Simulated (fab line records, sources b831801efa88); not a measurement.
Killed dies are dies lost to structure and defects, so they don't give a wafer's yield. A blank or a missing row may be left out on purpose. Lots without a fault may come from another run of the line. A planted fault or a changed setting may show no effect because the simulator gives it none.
One fault seen from 2 desks | flow sky130 | each desk has only its own numbers; what lay behind them comes last

THE TOOL OWNER'S DESK: implanter-03
The tool's own readings at SKY_VT_ADJUST_PCH_IMPLANT_08: means of the sampled wafers that have a number, for each lot that ran on this tool. A lot is out of limits, marked OUT, if its mean lies more than 4 standard deviations from the usual mean; the brackets give that distance.
Columns: A = beam_on_s at SKY_VT_ADJUST_PCH_IMPLANT_08, usual 10.02 s; B = end_station_pressure_torr at SKY_VT_ADJUST_PCH_IMPLANT_08, usual 5.03e-06 Torr; C = faraday_current_uA at SKY_VT_ADJUST_PCH_IMPLANT_08, usual 2.82
lot  | first seen here | A               | B                          | C
L584 | day 12 20:16    | 10.14           | 5.09e-06                   | 2.79
L589 | day 13 22:46    | 10.15           | 5.38e-06                   | 2.78
L592 | day 15 01:52    | 12.44 (+11) OUT | 1.04e-04 (+99 or more) OUT | 2.30 (-8.7) OUT
L593 | day 15 18:35    | 12.51 (+11) OUT | 1.01e-04 (+99 or more) OUT | 2.28 (-9.1) OUT
This desk's finding: out of limits on L592, L593; first on L592, day 15 01:52 (beam_on_s at SKY_VT_ADJUST_PCH_IMPLANT_08). In limits: L584, L589.

THE METROLOGY DESK
What the gauges read, lot by lot, whatever tool the lot ran on: means of the sampled wafers that have a number. A lot is out of limits, marked OUT, if its mean lies more than 4 standard deviations from the usual mean; the brackets give that distance.
Columns: A = VT_ADJUST_LVTN_OVL at SKY_VT_ADJUST_LVTN_OVL_MEAS_07, usual 0.8 nm; B = VT_ADJUST_PCH_TW at SKY_VT_ADJUST_PCH_TW_MEAS_10, usual 142.3
lot  | first seen here | A    | B
L577 | day 6 19:41     | -0.2 | 140.4
L580 | day 7 13:56     | 0.9  | 143.8
L581 | day 7 23:08     | 1.5  | 143.2
L583 | day 8 20:02     | 1.0  | 143.9
L585 | day 9 03:42     | 1.6  | 143.9
L584 | day 9 04:17     | 0.2  | 143.2
L588 | day 9 21:13     | 1.3  | 143.0
L589 | day 9 22:25     | 0.1  | 143.5
L590 | day 10 15:14    | 0.4  | 144.4
L592 | day 10 21:11    | -0.6 | 152.3 (+5.9) OUT
L593 | day 11 13:14    | 1.6  | 148.5
This desk's finding: out of limits on L592; first on L592, day 15 02:07 (VT_ADJUST_PCH_TW at SKY_VT_ADJUST_PCH_TW_MEAS_10). In limits: L577, L580, L581, L583, L585, L584, L588, L589, L590, L593.

PUT TOGETHER
The tool owner's desk could have raised an alarm at day 15 01:52, on L592, L593.
The metrology desk could have raised an alarm at day 15 02:07, on L592.
The metrology desk has L593 on record, within its limits.
Of the lots named, all ran SKY_VT_ADJUST_PCH_IMPLANT_08 on implanter-03.

WHAT THE SIMULATOR HAD PUT IN
Process parameter drift: implanter-03, from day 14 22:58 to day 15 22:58, at SKY_VT_ADJUST_PCH_IMPLANT_08. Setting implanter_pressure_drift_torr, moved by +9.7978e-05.
Process parameter drift: implanter-03, from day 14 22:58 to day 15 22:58, at SKY_VT_ADJUST_PCH_IMPLANT_08. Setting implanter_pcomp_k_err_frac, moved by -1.
Lots struck among those shown: L592, L593.
Hours from the fault's start to each desk's first reading out of limits: the tool owner's desk, 3; the metrology desk, 3.
